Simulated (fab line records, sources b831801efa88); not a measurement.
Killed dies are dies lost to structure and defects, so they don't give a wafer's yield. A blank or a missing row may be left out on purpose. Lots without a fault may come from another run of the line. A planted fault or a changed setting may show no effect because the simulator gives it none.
Chamber matching | flow gf180mcu | GF_V4_ETCH_16 on rie_diel-01: 4 sister chambers
The step etches BARC in N2/H2. 16 wafers are shown with their chamber, then 8 later ones without.

WAFERS WITH THEIR CHAMBER
wafer  | chamber | drypump_motor_current_A (A) | oes_product_au (a.u.) | throttle_valve_pct (%)
L078.3 | 2       | 6.4                         | 0.852                 | 13.218
L078.4 | 3       | 5.4                         | 0.849                 | 13.223
L078.6 | 1       | 4.9                         | 0.853                 | 13.231
L079.3 | 0       | 5.6                         | 0.855                 | 13.209
L079.5 | 1       | 4.9                         | 0.865                 | 13.226
L079.6 | 2       | 6.4                         | 0.839                 | 13.218
L080.1 | 2       | 6.4                         | 0.849                 | 13.229
L080.2 | 1       | 4.9                         | 0.862                 | 13.224
L080.3 | 3       | 5.4                         | 0.862                 | 13.228
L080.4 | 0       | 5.6                         | 0.856                 | 13.215
L080.5 | 0       | 5.6                         | 0.856                 | 13.228
L080.6 | 1       | 4.9                         | 0.859                 | 13.240
L083.2 | 0       | 5.5                         | 0.862                 | 13.221
L083.3 | 3       | 5.4                         | 0.850                 | 13.224
L083.4 | 2       | 6.3                         | 0.856                 | 13.226
L084.1 | 3       | 5.4                         | 0.853                 | 13.222

SIGNATURES (means of the wafers above)
reading                 | chamber 0 | chamber 1 | chamber 2 | chamber 3 | scatter within a chamber
drypump_motor_current_A | 5.575     | 4.900     | 6.375     | 5.400     | 0.0354
oes_product_au          | 0.85725   | 0.85975   | 0.84900   | 0.85350   | 0.00557
throttle_valve_pct      | 13.21825  | 13.23025  | 13.22275  | 13.22425  | 0.00624
Rule: a wafer's distance from a chamber is the root of the sum, over the readings, of the square of ((its reading less the chamber's mean) divided by the reading's scatter). The wafer belongs to the nearest chamber; if the next one is less than 2 further off, it can't be placed. The scatter: the root of (the sum of the squares of (reading less its chamber's mean) over the shown wafers, divided by (wafers less chambers)).

WAFERS WITHOUT THEIR CHAMBER
wafer  | drypump_motor_current_A (A) | oes_product_au (a.u.) | throttle_valve_pct (%)
L084.3 | 5.5                         | 0.858                 | 13.227
L084.5 | 6.3                         | 0.859                 | 13.220
L087.1 | 4.9                         | 0.858                 | 13.220
L087.3 | 5.5                         | 0.851                 | 13.229
L087.5 | 5.0                         | 0.859                 | 13.226
L089.1 | 6.3                         | 0.862                 | 13.245
L089.5 | 4.9                         | 0.851                 | 13.218
L089.6 | 6.3                         | 0.849                 | 13.237

WHICH CHAMBER EACH WENT THROUGH
wafer  | from the rows above     | in truth
L084.3 | can't be placed: 0 or 3 | 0
L084.5 | 2                       | 2
L087.1 | 1                       | 1
L087.3 | can't be placed: 0 or 3 | 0
L087.5 | 1                       | 1
L089.1 | 2                       | 2
L089.5 | 1                       | 1
L089.6 | 2                       | 2
Placed correctly: 6 of 8. Can't be placed from these rows: 2 (the true chamber is among the candidates in 2). Placed wrongly: 0.
